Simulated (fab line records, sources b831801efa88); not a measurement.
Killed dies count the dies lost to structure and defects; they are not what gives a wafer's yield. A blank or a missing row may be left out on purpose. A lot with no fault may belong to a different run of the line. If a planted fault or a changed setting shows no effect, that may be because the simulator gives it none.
Which tool was responsible? | flow gf180mcu | 6 lots with 18 wafers sampled at 2 steps, on a route of 602 steps

## WHAT THE GAUGES READ, wafer by wafer
GF_VT_IMPLANT_OVL_MEAS_07.
lot  | measured     | on         | VT_IMPLANT_OVL (nm)
L626 | day 6 06:53  | overlay-01 | -0.4 -0.7 0.7
L629 | day 7 02:38  | overlay-02 | - - -
L637 | day 9 08:44  | overlay-01 | -0.2 -0.9 0.2
L641 | day 10 04:23 | overlay-02 | 4.8 3.4 6.2
L644 | day 11 01:07 | overlay-02 | 1.0 0.7 0.8
L645 | day 11 11:50 | overlay-01 | 2.0 2.5 2.4

## TOOL THAT RAN EACH LOT (tool first, then ch and the chambers of the sampled wafers, then the start)
lot  | GF_VT_IMPLANT_EXPOSE_04
L626 | iline_stepper-02 ch 0, day 5 23:59
L629 | iline_stepper-01 ch 0, day 6 18:58
L637 | iline_stepper-02 ch 0, day 9 00:38
L641 | iline_stepper-01 ch 0, day 9 20:10
L644 | iline_stepper-01 ch 0, day 10 16:19
L645 | iline_stepper-01 ch 0, day 11 02:41
- GF_VT_IMPLANT_EXPOSE_04: exposes mask LVPWELL LV AREA, target cd 600 nm.

## THE ANSWER, worked out from the rows above alone
Rule: what is usual is taken from the lots themselves. The widest of any qualifying gaps counts: lots, ordered by their means at a reading, are off when they make up no more than a third of the lots, leave a main group of 4 or more, and stand apart from it by 3 or more times the standard deviation of that group's means. If all means in a main group match to the digits the tables above print for the reading, that group is not used. A lot without any number at a reading at which 4 lots or more have one is off too. All remaining lots with rows at the step are treated as sound.
Off: L629, seen at GF_VT_IMPLANT_OVL_MEAS_07 (VT_IMPLANT_OVL). Without a number there: L629. Mean 1.5 nm and standard deviation 1.9 in the main group.
If a tool, at a process step before that reading, ran all the lots that are off and no sound lot after the first of them, it fits. Those tools and the gauges at GF_VT_IMPLANT_OVL_MEAS_07 are tried in the same way. None of those tried fits.

## WHAT THE SIMULATOR HAD INSERTED
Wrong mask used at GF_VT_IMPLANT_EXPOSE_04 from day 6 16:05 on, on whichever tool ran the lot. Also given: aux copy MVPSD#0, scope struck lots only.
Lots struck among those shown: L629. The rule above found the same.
